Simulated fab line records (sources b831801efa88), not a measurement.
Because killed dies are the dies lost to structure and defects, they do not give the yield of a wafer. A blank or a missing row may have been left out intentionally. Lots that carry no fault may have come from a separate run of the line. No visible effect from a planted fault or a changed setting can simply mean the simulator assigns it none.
A lot that was struck, set against a sound lot -- flow sky130 -- 14 out of 708 route steps
Sound: wafers L768.2, L768.4, L768.5. Struck: wafers L766.2, L766.3, L766.5. Last of all comes the cause.
Order at every step that has rows: each side's tool, ch and its chambers, its first start. Under that, the readings that differ: sound wafers -- struck wafers -- difference of the means -- sigmas: that difference in standard deviations of wafers without a fault.
alike: same words and numbers on both sides, and readings whose means sit less than 2 such deviations apart. not compared: any withheld reading, any reading some wafer has no value for, any bound like >300 that may hide the same value, and any number with overlapping values for which the record gives no deviation.
A row with sigmas, a row that says differs or no value, or rows on one side alone: a step with any of these is where the two part. When numbers do not overlap yet have no deviation, they are printed without sigmas and do not part them. Lack of a reading on every wafer of one side parts them only where that side has two or more wafers.

SKY_NWELL_RS_MEAS_31: uses a four-point probe to measure.
  sound on filmMetro-02, day 9 17:53; struck on filmMetro-03, day 9 04:59
  alike: PWDE_RS
then, 7 steps without rows for these wafers: SKY_VT_ADJUST_HVTP_DEHYDRATE_00 (time 60 s); SKY_VT_ADJUST_HVTP_HMDS_01 (prime time 60 s); SKY_VT_ADJUST_HVTP_COAT_02 (resist thk 1140 nm); SKY_VT_ADJUST_HVTP_SOFTBAKE_03 (time 60 s); SKY_VT_ADJUST_HVTP_EXPOSE_04 (exposes mask HVTPM, target cd 380 nm); SKY_VT_ADJUST_HVTP_PEB_05; SKY_VT_ADJUST_HVTP_DEVELOP_06 (develop time 60 s).
SKY_VT_ADJUST_HVTP_CD_MEAS_07 targets a cd of 380 nm.
  sound on cdSem-02, day 10 15:55; struck on cdSem-02, day 10 02:05
  alike: cdNm
SKY_VT_ADJUST_HVTP_OVL_MEAS_08:
  sound on overlay-02, day 10 16:01; struck on overlay-02, day 10 02:11
  alike: VT_ADJUST_HVTP_OVL
after that, 1 step had no rows for these wafers: SKY_VT_ADJUST_HVTP_IMPLANT_09.
SKY_VT_ADJUST_HVTP_STRIP_10: strips in O2/N2.
  sound on plasmaAsher-04 ch 0,1, day 10 16:12; struck on plasmaAsher-01 ch 1, day 10 02:22
reading,sound,struck,difference,sigmas
chamberPressureMTorr (mTorr),1502.2 1500.5 1501.0,1798.1 1799.6 1800.9,+298.3,+99 or more
oesProductAu (a.u.),0.716 0.715 0.715,0.748 0.733 0.732,+0.022,+5
stripTimeToEndpointS (s),14.21 14.16 14.16,13.64 13.62 13.60,-0.56,-16
  alike: drypumpMotorCurrentA
  not compared: rfHoursCounterH
SKY_VT_ADJUST_HVTP_TW_MEAS_11:
  sound on filmMetro-04, day 10 16:20; struck on filmMetro-04, day 10 02:28
  alike: VT_ADJUST_HVTP_TW
-- a jump in the record: the struck wafers' starts before and after are 40 days apart (it breaks off in module VT_ADJUST_HVTP and resumes in module PAD_OPEN, where the first step shown is number 708 of the route) --
SKY_PAD_OPEN_PROBE_99:
  record: rows for the struck wafers here (prober-01, day 49 16:26), none for the sound ones

## WHERE THEY PART
At SKY_VT_ADJUST_HVTP_STRIP_10 first; at SKY_PAD_OPEN_PROBE_99 last (within this record only).

WHY: the cause the simulator had injected
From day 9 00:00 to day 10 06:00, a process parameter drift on plasmaAsher-01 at SKY_VT_ADJUST_HVTP_STRIP_10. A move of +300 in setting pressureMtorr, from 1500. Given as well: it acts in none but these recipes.
